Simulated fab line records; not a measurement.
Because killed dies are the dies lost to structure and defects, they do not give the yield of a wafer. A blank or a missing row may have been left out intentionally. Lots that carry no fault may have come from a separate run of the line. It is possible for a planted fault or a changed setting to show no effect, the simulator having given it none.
fab line records    flow sky130
[record] lots = 4  wafers = 12  last-day = 50
route steps=708 shown LDD_LDN@292 SPACER@304 POLY_CUT@307 SD_P@320 RES_XHIGH@332 SALICIDE@361 PAD_OPEN@708
lots with no fault: from the same line, run without faults
start-h: hours from the record's first day to the start of the lot's first wafer shown    wait-h: how many hours have passed since the lot's step before this one    " same as the row above    L1.1+2: several wafers, shown together as one row    - either no value or no given start    * or withheld: withheld    < > ~ a bound
route shown NAME@n: NAME is a module with steps in the file, n the number in the route of the first one    usual: mean and standard deviation over wafers with no fault    same: alike in all rows    chamber/n: place in a boat    sites: per-site readings    _std_site: the values' standard deviation    _edge_site: inner sites' mean taken away from outer sites' mean    radius-mm: for every site, how far away it sits from the centre of the wafer    mask NAME#n: copy n    behind: the most recent tool/chamber to have shaped the wafer    hold: reason for holding the lot/hours on hold/outcome of the hold    device: the transistor (n, p or np) that didn't switch    end of line: the same wafers' tests at the end of the route    a step with no rows: only its recipe    killed: dies lost to structure and defects at the first sort, not the wafer's yield    map: shows each die of a wafer: x if killed, . if not, _ if none is there
set.NAME: the setting the step ran with; set.NAME@STEP: the setting that earlier step ran with    model.NAME: the simulator's own value behind a step, which no gauge read
certain route steps with their lots: each step a table, each wafer a row
services: from which hour (start-h, from the record's first day; less than 0 if before it) a tool's chamber was out of use, for how many hours, and why
[[steps]]
[step SKY_LDD_LDN_SOFTBAKE_03]
[recipe] temp-c = 90  time-s = 60  resist = NOVOLAK
[step SKY_LDD_LDN_EXPOSE_04]
[recipe] mask-id = LDNTM  na = 0.6  source-shape = conventional  sigma-outer = 0.6  polarization = unpolarized  target-cd-nm = 700  dose-mj = 140
[step SKY_LDD_LDN_PEB_05]
[recipe] temp-c = withheld  time-s = *  resist = NOVOLAK
[step SKY_LDD_LDN_DEVELOP_06]
[recipe] resist = NOVOLAK  developer = TMAH  develop-time-s = 60  dev-temp-c = 23
[step SKY_LDD_LDN_IMPLANT_08]
[recipe] species = As  energy-kev = 15  dose-cm2 = 1.25e+13  tilt-deg = withheld  rotation-deg = 23
[step SKY_LDD_LDN_IMPLANT_09]
[recipe] species = As  energy-kev = 15  dose-cm2 = 1.25e+13  tilt-deg = withheld  rotation-deg = 113
[step SKY_LDD_LDN_IMPLANT_10]
[recipe] species = As  energy-kev = 15  dose-cm2 = 1.25e+13  tilt-deg = withheld  rotation-deg = 203
[step SKY_LDD_LDN_IMPLANT_11]
[recipe] species = As  energy-kev = 15  dose-cm2 = 1.25e+13  tilt-deg = withheld  rotation-deg = 293
[step SKY_LDD_LDN_STRIP_12]
[recipe] chemistry = O2/N2  power-w = 1400  pressure-mtorr = 1500  platen-temp-c = withheld  o2-flow-sccm = 3000  n2-flow-sccm = 300  overash-fraction = 0.5
[step SKY_LDD_LDN_CLEAN_14]
[recipe] chemistry = SC1/SC2  mix = 1:4:20  temp-c = 70  time-s = 150  dry = n2-spin
[step SKY_SPACER_CVD_00]
[recipe] material = Si3N4  precursor = DCS/NH3  target-thk-nm = 43.1  temp-c = 770  time-s = 740  pressure-mtorr = 250
[usual] spike-tc-bottom-C = 792.7/1.2  spike-tc-centre-C = 770.1/1  spike-tc-lower-C = 771.2/1  spike-tc-top-C = 784.6/1.9  spike-tc-upper-C = 768.7/1.4  susceptor-temp-C = 770.0/0.32  zone-power-lower-pct = 13.34/0.14
lot.wafer  tool      chamber  start-h  wait-h  spike-tc-bottom-C  spike-tc-centre-C  spike-tc-lower-C  spike-tc-top-C  spike-tc-upper-C  susceptor-temp-C  zone-power-lower-pct  model.Si3N4_of_SPACER_CVD_00.thk-nm
L626.1     lpcvd-02  1        537.07   0.0     792.4              769.4              770.7             784.3           766.3             770.0             13.44                 43.36
L626.5     "         1        "        "       791.9              769.9              770.1             784.6           766.4             769.9             13.49                 43.52
L626.6     "         1        "        "       790.4              769.0              770.8             785.7           767.9             769.9             13.32                 43.05
L636.2     lpcvd-02  1        635.52   1.1     790.9              769.4              771.7             784.9           769.7             769.4             13.31                 43.09
L636.3     "         1        "        "       792.7              770.0              772.6             785.2           768.5             770.5             13.41                 43.08
L636.5     "         1        "        "       790.7              770.0              770.0             784.8           768.6             770.3             13.55                 43
L647.2     lpcvd-02  1        713.66   0.7     802.8              778.6              778.7             795.2           779.8             779.5             13.91                 50.39
L647.3     "         1        "        "       801.1              780.2              781.1             794.2           778.0             779.4             13.55                 50.82
L647.4     "         1        "        "       801.4              779.3              781.5             796.8           779.2             779.2             13.71                 50.95
L648.1     lpcvd-02  1        714.86   0.6     801.7              778.7              779.1             793.8           779.0             779.7             13.51                 50.53
L648.5     "         1        "        "       801.1              778.6              780.3             795.3           778.1             779.5             13.73                 50.82
L648.6     "         1        "        "       801.3              779.6              782.0             794.8           777.9             779.5             13.80                 50.6
[step SKY_SPACER_THK_MEAS_01]
[recipe] reads = Si3N4_of_SPACER_CVD_00
[usual] SPACER_CVD_00_THK = 43.0/0.43
lot.wafer  tool           chamber  start-h  wait-h  SPACER_CVD_00_THK[nm]
L626.1     film-metro-04  -        538.28   0.0     43.3
L626.5     "              -        "        "       43.5
L626.6     "              -        "        "       43.1
L636.2     film-metro-02  -        636.73   0.0     43.1
L636.3     "              -        "        "       43.1
L636.5     "              -        "        "       43.1
L647.2     film-metro-01  -        714.87   0.0     50.4
L647.3     "              -        "        "       50.8
L647.4     "              -        "        "       50.9
L648.1     film-metro-04  -        716.07   0.0     50.6
L648.5     "              -        "        "       50.8
L648.6     "              -        "        "       50.6
[step SKY_SPACER_ETCHBACK_02]
[recipe] chemistry = CH3F/O2  target = Si3N4  stop-on = SiO2  source-w = 400  bias-w = 80  pressure-mtorr = 25  ch3f-flow-sccm = 40  O2_flow_sccm = 30  time-s = 46.7  target-depth-a = 450
[usual] O2_flow_sccm = 30.00/0.084  drypump-motor-current-A = 5.6/0.49  oes-product-au = 0.854/0.0066  throttle-valve-pct = 10.562/0.01
lot.wafer  tool         chamber  start-h  wait-h  O2_flow_sccm  drypump-motor-current-A  oes-product-au  rf-hours-counter-h  throttle-valve-pct  model.etch.depth-nm
L626.1     rie-diel-01  1        538.34   0.1     30.01         5.3                      0.856           8                   10.579              43.36
L626.5     "            0        "        "       30.04         5.3                      0.860           -                   10.562              43.52
L626.6     "            3        "        "       30.07         5.1                      0.857           -                   10.570              43.05
L636.2     rie-diel-02  0        636.78   0.0     29.96         6.3                      0.851           5                   10.560              43.09
L636.3     "            1        "        "       30.10         5.6                      0.860           2                   10.563              43.08
L636.5     "            1        "        "       30.06         5.6                      0.852           -                   10.561              43
L647.2     rie-diel-02  1        714.92   0.0     29.98         5.6                      0.938           4                   10.563              50.39
L647.3     "            2        "        "       30.00         5.3                      0.939           3                   10.575              50.82
L647.4     "            3        "        "       29.98         5.7                      0.946           2                   10.576              50.95
L648.1     rie-diel-01  2        716.13   0.1     30.00         6.4                      0.937           5                   10.561              50.53
L648.5     "            2        "        "       30.02         6.4                      0.930           -                   10.579              50.82
L648.6     "            3        "        "       29.93         5.1                      0.935           -                   10.575              50.6
[step SKY_POLY_CUT_DEHYDRATE_00]
[recipe] temp-c = 200  time-s = 60
[step SKY_POLY_CUT_HMDS_01]
[recipe] prime-time-s = 60  prime-temp-c = 120
[step SKY_POLY_CUT_COAT_02]
[recipe] resist = BARC  temp-c = withheld  time-s = withheld  spin-rpm = 3000  resist-thk-nm = 60
[step SKY_POLY_CUT_COAT_03]
[recipe] resist = KrF-thick  spin-rpm = 3000  resist-thk-nm = 450
[step SKY_POLY_CUT_SOFTBAKE_04]
[recipe] temp-c = 100  time-s = 90  resist = KrF-thick
[step SKY_POLY_CUT_EXPOSE_05]
[recipe] mask-id = NPCM  na = 0.8  source-shape = annular  sigma-inner = 0.55  sigma-outer = 0.85  target-cd-nm = 270  dose-mj = 32
[step SKY_POLY_CUT_PEB_06]
[recipe] peb-temp-c = withheld  peb-time-s = withheld  resist = KrF-thick
[step SKY_POLY_CUT_DEVELOP_07]
[recipe] develop-time-s = 60  resist = KrF-thick  dev-temp-c = 21
[step SKY_POLY_CUT_ETCH_10]
[recipe] chemistry = N2/H2  target = BARC  ion-energy-ev = 200  source-w = 500  bias-w = 100  pressure-mtorr = 30  n2-flow-sccm = 100  h2-flow-sccm = 200  stop-on = SiO2  time-s = 45.9  target-depth-a = 600
[step SKY_POLY_CUT_ETCH_11]
[recipe] target = Si3N4  chemistry = CF4/CH2F2/Ar  stop-on = poly-Si  source-w = 600  bias-w = 150  pressure-mtorr = 40  cf4-flow-sccm = 40  ch2f2-flow-sccm = 20  Ar_flow_sccm = 150  time-s = 42.5  target-depth-a = 600
[step SKY_POLY_CUT_STRIP_12]
[recipe] chemistry = O2/N2  power-w = 1400  pressure-mtorr = 1500  platen-temp-c = withheld  o2-flow-sccm = 3000  n2-flow-sccm = 300  overash-fraction = 0.5
[step SKY_SD_P_DEHYDRATE_00]
[recipe] temp-c = 200  time-s = 60
[step SKY_SD_P_HMDS_01]
[recipe] prime-time-s = 60  prime-temp-c = 120
[step SKY_SD_P_COAT_02]
[recipe] resist = NOVOLAK  spin-rpm = 3000  resist-thk-nm = 1140
[step SKY_SD_P_SOFTBAKE_03]
[recipe] temp-c = 90  time-s = 60  resist = NOVOLAK
[step SKY_SD_P_EXPOSE_04]
[recipe] mask-id = PSDM  na = 0.6  source-shape = conventional  sigma-outer = 0.6  polarization = unpolarized  target-cd-nm = 380  dose-mj = 138
[step SKY_SD_P_PEB_05]
[recipe] temp-c = withheld  time-s = *  resist = NOVOLAK
[step SKY_SD_P_DEVELOP_06]
[recipe] resist = NOVOLAK  developer = TMAH  develop-time-s = 60  dev-temp-c = 23.7
[step SKY_SD_P_IMPLANT_09]
[recipe] species = BF2  energy-kev = 20  dose-cm2 = 3e+15  tilt-deg = 0
[step SKY_SD_P_STRIP_10]
[recipe] chemistry = O2/N2  power-w = 1400  pressure-mtorr = 1500  platen-temp-c = withheld  o2-flow-sccm = 3000  n2-flow-sccm = 300  overash-fraction = 0.5
[step SKY_RES_XHIGH_DEHYDRATE_00]
[recipe] temp-c = 200  time-s = 60
[step SKY_RES_XHIGH_HMDS_01]
[recipe] prime-time-s = 60  prime-temp-c = 120
[step SKY_SALICIDE_CLEAN_00]
[recipe] chemistry = HF-last  time-s = 30  dilution = 100:1  dry = ipa-marangoni
lot.wafer  tool          chamber  start-h  wait-h  model.Si3N4_of_SPACER_CVD_00.thk-nm
L626.1     wet-bench-01  3        660.78   0.1     42.38
L626.5     "             3        "        "       42.54
L626.6     "             3        "        "       42.07
L636.2+3   wet-bench-01  2        752.43   0.1     42.1
L636.5     "             2        "        "       42.02
L647.2     wet-bench-02  2        827.50   0.1     49.41
L647.3     "             2        "        "       49.84
L647.4     "             2        "        "       49.97
L648.1     wet-bench-02  3        828.83   0.1     49.56
L648.5     "             3        "        "       49.86
L648.6     "             3        "        "       49.64
[step SKY_PAD_OPEN_PROBE_99]
[usual] killed_at_M0_to_M3 = 43/7.5  killed_at_M4_up = 3.2/1.9  killed-at-contacts = 24/4.9  killed-at-front-end = 15/4.3  killed-at-other = 0.4/0.72  killed-dies = 86/9.1  killed-open = 47/6.5  killed-short = 39/6.5
[same] gross-dies = 492  killed-at-back-side = 0
lot.wafer  tool       chamber  start-h  wait-h  killed_at_M0_to_M3  killed_at_M4_up  killed-at-contacts  killed-at-front-end  killed-at-other  killed-dies  killed-open  killed-short  model.etest.pfet_01v8.r-on-ohm-um  model.etest.nfet-g5v0d10v5.r-on-ohm-um  model.etest.sonos-uncharged.r-on-ohm-um  model.etest.pfet_01v8.drive-ua-um  model.etest.pfet_01v8_hvt.drive-ua-um  model.etest.sram-pfet-latch.drive-ua-um  model.etest.pfet_01v8_mvt.drive-ua-um  model.etest.pfet_01v8_lvt.drive-ua-um
L626.1     prober-01  -        1092.21  0.1     53                  6                18                  16                   1                94           44           50            2914                               1895                                    825.6                                    192.7                              140.1                                  144.6                                    149.1                                  175.9
L626.5     prober-01  -        1092.41  0.2     51                  6                18                  12                   0                87           47           40            2939                               1901                                    832.9                                    188                                139.9                                  137.4                                    148.2                                  175.8
L626.6     prober-01  -        1092.46  0.2     59                  8                17                  6                    0                90           55           35            2971                               1894                                    830.4                                    183.8                              134.9                                  135.3                                    147.1                                  173.9
L636.2     prober-01  -        1155.61  0.1     28                  3                28                  19                   0                78           43           33            2920                               1875                                    806.7                                    189.6                              142.6                                  137                                      153.2                                  175.7
L636.3     prober-01  -        1155.66  0.2     37                  6                26                  13                   0                82           40           40            2902                               1904                                    815                                      192.8                              143.9                                  139.2                                    152.5                                  175.3
L636.5     prober-01  -        1155.76  0.2     42                  2                18                  7                    0                69           41           28            2901                               1882                                    831.4                                    191.1                              141.3                                  135.7                                    152.6                                  174.5
L647.2     prober-02  -        1206.44  0.1     38                  1                28                  13                   0                80           42           37            3087                               1912                                    851.1                                    180                                132.6                                  133.2                                    146.2                                  169.1
L647.3     prober-02  -        1206.49  0.2     29                  2                36                  10                   1                78           42           35            3076                               1939                                    862                                      179.3                              131                                    131.2                                    146.1                                  168.3
L647.4     prober-02  -        1206.54  0.2     34                  4                25                  15                   1                79           49           29            3161                               1941                                    862.9                                    177.7                              130.1                                  128.3                                    144.9                                  165.5
L648.1     prober-01  -        1207.90  0.1     59                  2                17                  8                    0                86           49           37            2995                               1951                                    841.3                                    188.9                              139.2                                  135.5                                    151.2                                  170.1
L648.5     prober-01  -        1208.10  0.2     46                  5                22                  9                    0                82           43           39            3014                               1926                                    848.1                                    188.2                              139.4                                  135.6                                    151.7                                  171
L648.6     prober-01  -        1208.15  0.2     45                  4                30                  16                   0                95           54           40            3038                               1943                                    841                                      185.2                              137.4                                  140.9                                    151.7                                  171.6
// killed by level:class
L626.1 VIA1:geometric-particle:open=10 METAL1:geometric-particle:short=9 CONTACT:geometric-particle:open=6 METAL2:geometric-particle:short=6 VIA2:geometric-particle:short=6 LI_CONTACT:geometric-particle:open=5 VIA2:geometric-particle:open=5 CONTACT:geometric-particle:short=4
L626.5 METAL1:geometric-particle:short=10 VIA2:geometric-particle:open=10 VIA1:geometric-particle:open=8 LI_CONTACT:geometric-particle:open=6 CONTACT:geometric-particle:open=6 VIA3:geometric-particle:open=6 METAL4:geometric-particle:short=5 FIELD_ISO:geometric-particle:open=4
L626.6 VIA1:geometric-particle:open=19 METAL1:geometric-particle:short=11 VIA3:geometric-particle:open=8 VIA2:geometric-particle:open=7 LI_CONTACT:geometric-particle:open=6 CONTACT:geometric-particle:open=6 METAL4:geometric-particle:short=5 LI_CONTACT:geometric-particle:short=4
L636.2 CONTACT:geometric-particle:open=12 FIELD_ISO:geometric-particle:open=10 VIA2:geometric-particle:open=6 VIA3:geometric-particle:open=6 METAL1:geometric-particle:short=5 LI_CONTACT:geometric-particle:open=4 LOCAL_INTERCONNECT:geometric-particle:short=4 CONTACT:geometric-particle:short=4
L636.3 CONTACT:geometric-particle:open=8 VIA2:geometric-particle:open=7 METAL1:geometric-particle:short=5 VIA1:geometric-particle:open=5 VIA3:geometric-particle:open=5 METAL4:geometric-particle:short=5 FIELD_ISO:geometric-particle:open=4 LI_CONTACT:geometric-particle:short=4
L636.5 VIA1:geometric-particle:open=11 METAL1:geometric-particle:short=10 CONTACT:geometric-particle:open=9 VIA3:geometric-particle:open=8 LI_CONTACT:geometric-particle:open=5 VIA2:geometric-particle:open=5 FIELD_ISO:geometric-particle:short=3 VIA1:geometric-particle:short=3
L647.2 LI_CONTACT:geometric-particle:open=12 VIA1:geometric-particle:open=9 CONTACT:geometric-particle:open=5 VIA1:geometric-particle:short=5 VIA2:geometric-particle:short=5 FIELD_ISO:geometric-particle:short=4 METAL1:geometric-particle:open=4 VIA3:geometric-particle:open=4
L647.3 LI_CONTACT:geometric-particle:open=10 CONTACT:geometric-particle:open=7 CONTACT:geometric-particle:short=6 LOCAL_INTERCONNECT:geometric-particle:short=6 VIA2:geometric-particle:open=6 VIA3:geometric-particle:open=6 LI_CONTACT:geometric-particle:short=4 VIA1:geometric-particle:short=4
L647.4 VIA1:geometric-particle:open=11 LI_CONTACT:geometric-particle:open=8 CONTACT:geometric-particle:open=7 VIA2:geometric-particle:open=6 FIELD_ISO:geometric-particle:open=5 CONTACT:geometric-particle:short=5 FIELD_ISO:geometric-particle:short=4 VIA1:geometric-particle:short=4
L648.1 VIA1:geometric-particle:open=14 VIA2:geometric-particle:open=11 LOCAL_INTERCONNECT:geometric-particle:short=7 METAL1:geometric-particle:short=7 METAL2:geometric-particle:short=7 METAL3:geometric-particle:short=6 VIA3:geometric-particle:open=6 LI_CONTACT:geometric-particle:open=5
L648.5 METAL2:geometric-particle:short=11 VIA1:geometric-particle:open=9 CONTACT:geometric-particle:open=8 VIA3:geometric-particle:open=7 LI_CONTACT:geometric-particle:open=5 FIELD_ISO:geometric-particle:open=4 CONTACT:geometric-particle:short=4 METAL1:geometric-particle:short=4
L648.6 CONTACT:geometric-particle:open=14 VIA1:geometric-particle:open=9 LI_CONTACT:geometric-particle:open=7 VIA2:geometric-particle:open=7 FIELD_ISO:geometric-particle:short=6 FIELD_ISO:geometric-particle:open=5 CONTACT:geometric-particle:short=5 METAL1:geometric-particle:short=5
[[services]]
tool          chamber  start-h  hours  kind
lpcvd-02      -        543.99   6.1    pm
rie-diel-02   1        545.18   -      clean
rie-diel-02   1        545.18   18.2   scheduled-down
rie-diel-02   1        545.18   18.2   vent-cycle
rie-diel-02   2        565.77   -      clean
rie-diel-02   2        565.77   19.0   scheduled-down
rie-diel-02   2        565.77   19.0   vent-cycle
rie-diel-01   1        578.45   32.9   repair
rie-diel-02   1        598.01   4.8    repair
rie-diel-02   3        605.74   -      clean
rie-diel-02   3        605.74   14.4   scheduled-down
rie-diel-02   3        605.74   14.4   vent-cycle
wet-bench-01  -        610.44   6.6    repair
rie-diel-02   2        631.07   7.3    repair
rie-diel-01   2        633.01   7.3    repair
rie-diel-01   1        682.95   7.0    repair
rie-diel-02   -        684.26   0.7    repair
rie-diel-01   0        691.87   13.1   repair
wet-bench-01  -        700.80   0.9    repair
rie-diel-02   1        748.85   5.5    repair
rie-diel-01   2        749.95   4.3    repair
rie-diel-01   2        755.38   8.4    repair
rie-diel-01   1        770.89   16.7   repair
rie-diel-02   -        816.25   2.8    pm
[[key]]
[first-sign] step = SKY_SPACER_CVD_00  reading = susceptor-temp-C  direction = up  sigmas = 29  usual = *  struck = *
[effect] step = SKY_SPACER_CVD_00  reading = spike-tc-lower-C  direction = up  sigmas = 9  usual = 771.2  struck = 780.4
[effect] step = SKY_SPACER_THK_MEAS_01  reading = SPACER_CVD_00_THK  direction = up  sigmas = 18  usual = 43.0  struck = 50.7
[effect] step = SKY_SPACER_ETCHBACK_02  reading = oes-product-au  direction = up  sigmas = 13  usual = 0.854  struck = 0.938
[model-effect] step = SKY_SPACER_CVD_00  value = Si3N4_of_SPACER_CVD_00.thk-nm  without = 42.32  struck = 50.69
[model-effect] step = SKY_SPACER_ETCHBACK_02  value = etch.depth-nm  without = 42.32  struck = 50.69
[model-effect] step = SKY_SALICIDE_CLEAN_00  value = Si3N4_of_SPACER_CVD_00.thk-nm  without = 41.34  struck = 49.71
[model-effect] step = SKY_PAD_OPEN_PROBE_99  value = etest.pfet_01v8.r-on-ohm-um  without = 2808  struck = 3062
met-at SKY_SPACER_CVD_00
struck-wafers L647.2,L647.3,L647.4,L648.1,L648.5,L648.6
tester-left-out L647,L648
onset-between 635.52 713.66
[fault] kind = process-parameter-drift  tool = lpcvd-02  chamber = 1  onset-h = 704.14  steps = SKY_SPACER_CVD_00  channel = temp-c  offset = *  shape = step  end-h = 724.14  acts-in = *  stated = *
// tester-left-out: of these lots the tester's yield and bins aren't shown, on N5 and GAA mostly nor the transistor test; their killed dies are dies lost to structure and defects alone, not to doping, threshold or leakage, so they don't give the yield
